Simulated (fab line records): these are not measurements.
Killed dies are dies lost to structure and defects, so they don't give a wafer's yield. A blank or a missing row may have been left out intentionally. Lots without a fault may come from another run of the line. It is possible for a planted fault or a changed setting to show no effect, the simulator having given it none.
Matching of chambers    flow sky130    SKY_FIELD_ISO_ETCH_17 on rieSi-02: 4 sister chambers
The step etches Si in HBr/Cl2/O2, target depth 342 nm, time 97.7 s. 4 wafers are shown with their chamber, then 7 later ones without.

EACH WAFER AND ITS CHAMBER
wafer   chamber  oesProductAu (a.u.)
L648.5  2        0.984
L648.6  0        1.007
L649.1  3        0.987
L649.4  1        0.979

WAFERS WITH NO CHAMBER GIVEN
wafer   oesProductAu (a.u.)
L649.5  0.990
L653.2  0.990
L653.3  0.982
L653.6  0.985
L655.1  0.987
L655.3  0.988
L655.4  0.970

THE CHAMBER EACH PASSED THROUGH
wafer   from the rows above           in truth
L649.5  can't be placed: 3 or 2       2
L653.2  can't be placed: 3 or 2       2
L653.3  can't be placed: 2 or 1 or 3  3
L653.6  can't be placed: 2 or 3 or 1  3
L655.1  can't be placed: 3 or 2       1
L655.3  can't be placed: 3 or 2       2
L655.4  can't be placed: 1 or 2       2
Placed correctly: 0 of 7. From these rows, 7 cannot be placed; in 6 the true chamber is one of the candidates. Number placed wrongly: 0.
How it was worked out, from the rows above alone: a wafer's distance from a chamber is the root of the sum, over the readings, of the square of ((its reading less the chamber's mean) divided by the reading's scatter). The wafer belongs to the nearest chamber; if the next one is less than 2 further off, it can't be placed. For every chamber, the mean is computed from those of its wafers that are shown. The scatter: with one shown wafer a chamber, the root of the mean of the squares of how far each hidden wafer lies from its nearest shown one.
